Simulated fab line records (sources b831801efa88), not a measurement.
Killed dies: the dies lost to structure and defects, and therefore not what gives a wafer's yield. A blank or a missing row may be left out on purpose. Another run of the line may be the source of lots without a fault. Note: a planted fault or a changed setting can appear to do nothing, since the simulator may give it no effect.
Which tool did it?	flow sky130	36 wafers from 12 lots sampled at 5 of the route's 708 steps

## WHAT THE GAUGES READ, wafer by wafer
SKY_VT_ADJUST_HVTP_TW_MEAS_11.
lot	measured	on	VT_ADJUST_HVTP_TW
L183	day 6 03:18	film metro-01	1371 1370 1355
L184	day 6 08:55	film metro-04	1340 1342 1342
L185	day 6 22:26	film metro-04	1338 1343 1340
L186	day 7 01:26	film metro-03	1350 1357 1356
L188	day 7 11:38	film metro-03	1360 1355 1360
L189	day 7 18:01	film metro-04	1343 1343 1339
L190	day 7 23:35	film metro-04	1353 1345 1351
L193	day 8 18:40	film metro-04	1339 1337 1341
L194	day 8 22:43	film metro-01	964 961 958 961 957 961
L195	day 9 04:22	film metro-01	967 965 967 960 972 963
L196	day 9 14:23	film metro-04	944 942 951 945 942 945
L197	day 9 22:20	film metro-01	965 965 972 958 964 966

SKY_LOCAL_INTERCONNECT_OVL_MEAS_12.
lot	measured	on	LOCAL_INTERCONNECT_OVL (nm)
L183	day 30 05:06	overlay-01	0 -1 3
L184	day 31 02:03	overlay-01	-4 1 -7
L185	day 31 13:37	overlay-01	0 -1 -1
L186	day 31 19:05	overlay-01	-3 -2 1
L188	day 32 08:21	overlay-02	-4 -1 -12
L189	day 32 13:55	overlay-02	8 1 -4
L190	day 33 01:12	overlay-02	0 -5 -6
L193	day 34 05:16	overlay-01	-3 -7 -8
L194	day 34 03:29	overlay-02	4 0 7
L195	day 34 14:11	overlay-02	3 1 3
L196	day 34 18:51	overlay-01	-3 0 -4
L197	day 35 07:53	overlay-02	6 5 5

SKY_VIA1_CD_MEAS_12 targets a cd of 150 nm.
lot	measured	on	cd nm (nm)
L183	day 33 19:47	cd sem-01	150.5 151.7 151.9
L184	day 34 15:37	cd sem-02	149.1 149.9 149.0
L185	day 35 02:15	cd sem-01	152.5 151.9 151.0
L186	day 35 07:04	cd sem-02	150.3 148.9 150.3
L188	day 35 19:22	cd sem-01	151.6 149.9 153.3
L189	day 36 00:58	cd sem-02	153.3 151.8 151.0
L190	day 36 12:47	cd sem-01	146.3 147.4 147.3
L193	day 37 15:28	cd sem-01	150.0 148.7 149.5
L194	day 37 12:42	cd sem-02	152.5 150.8 150.9
L195	day 38 00:28	cd sem-02	147.5 147.3 149.6
L196	day 38 05:55	cd sem-01	149.3 149.6 151.9
L197	day 38 16:59	cd sem-02	147.5 148.1 147.7

## EACH LOT AND THE TOOL THAT RAN IT (in order: tool; ch and the chambers of the sampled wafers; start)
lot	SKY_VT_ADJUST_HVTP_IMPLANT_09	SKY_LOCAL_INTERCONNECT_STRIP_15
L183	implanter-01 ch 0, day 6 03:04	plasma asher-01 ch 0,1, day 30 05:15
L184	implanter-02 ch 0, day 6 08:40	plasma asher-02 ch 0,1, day 31 02:14
L185	implanter-04 ch 0, day 6 22:11	plasma asher-01 ch 0,1, day 31 13:46
L186	implanter-02 ch 0, day 7 01:11	plasma asher-01 ch 0,1, day 31 19:14
L188	implanter-02 ch 0, day 7 11:23	plasma asher-01 ch 0,1, day 32 08:30
L189	implanter-02 ch 0, day 7 17:47	plasma asher-01 ch 0,1, day 32 14:05
L190	implanter-02 ch 0, day 7 23:20	plasma asher-04 ch 0,1, day 33 01:28
L193	implanter-02 ch 0, day 8 18:26	plasma asher-02 ch 0,1, day 34 05:33
L194	implanter-04 ch 0, day 8 22:29	plasma asher-02 ch 0,1, day 34 03:47
L195	implanter-02 ch 0, day 9 04:02	plasma asher-02 ch 0,1, day 34 14:20
L196	implanter-02 ch 0, day 9 14:08	plasma asher-02 ch 0,1, day 34 19:00
L197	implanter-04 ch 0, day 9 22:05	plasma asher-01 ch 0,1, day 35 08:02
- SKY_VT_ADJUST_HVTP_IMPLANT_09
- SKY_LOCAL_INTERCONNECT_STRIP_15: strips in O2/N2.

## WHAT THE TOOLS THEMSELVES READ (means of the sampled wafers that have a number; where no wafer has one, the mark that the record gives instead)
SKY_LOCAL_INTERCONNECT_STRIP_15.
lot	tool	drypump motor current A (A)	oes product au (a.u.)	strip time to endpoint s (s)
L183	plasma asher-01	5.50	0.425	4.720
L184	plasma asher-02	5.40	0.424	4.724
L185	plasma asher-01	5.56	0.427	4.696
L186	plasma asher-01	5.49	0.424	4.725
L188	plasma asher-01	5.49	0.426	4.690
L189	plasma asher-01	5.49	0.423	4.704
L190	plasma asher-04	5.84	0.429	4.728
L193	plasma asher-02	5.59	0.425	4.724
L194	plasma asher-02	5.42	0.425	4.737
L195	plasma asher-02	5.58	0.425	4.710
L196	plasma asher-02	5.58	0.429	4.740
L197	plasma asher-01	5.54	0.424	4.724

## THE ANSWER, worked out from the rows above alone
Rule: the lots themselves supply what counts as usual. The widest of any qualifying gaps counts: lots, ordered by their means at a reading, are off when they make up no more than a third of the lots, leave a main group of 4 or more, and stand apart from it by 3 or more times the standard deviation of that group's means. The tables above print the reading to a certain number of digits; a main group whose means all agree to those digits is not used. A lot without any number at a reading at which 4 lots or more have one is off too. The other lots that the step has rows for count as sound. The gauges are gone through in route order, then the tools' own readings, and for those a lot's mean is taken as printed above. At the first step where some lot is off, the reading lying furthest off is the one used; lots without a number count as furthest.
Off: L194, L195, L196, L197, seen at SKY_VT_ADJUST_HVTP_TW_MEAS_11 (VT_ADJUST_HVTP_TW). The main group: mean 1349, standard deviation 9.2.
A tool fits if, at a process step before that reading, it ran every lot that is off, and no sound lot after the first of them. The gauges at SKY_VT_ADJUST_HVTP_TW_MEAS_11 are tried like those tools. Not one of the candidates tried fits.

## WHAT THE SIMULATOR HAD PUT IN
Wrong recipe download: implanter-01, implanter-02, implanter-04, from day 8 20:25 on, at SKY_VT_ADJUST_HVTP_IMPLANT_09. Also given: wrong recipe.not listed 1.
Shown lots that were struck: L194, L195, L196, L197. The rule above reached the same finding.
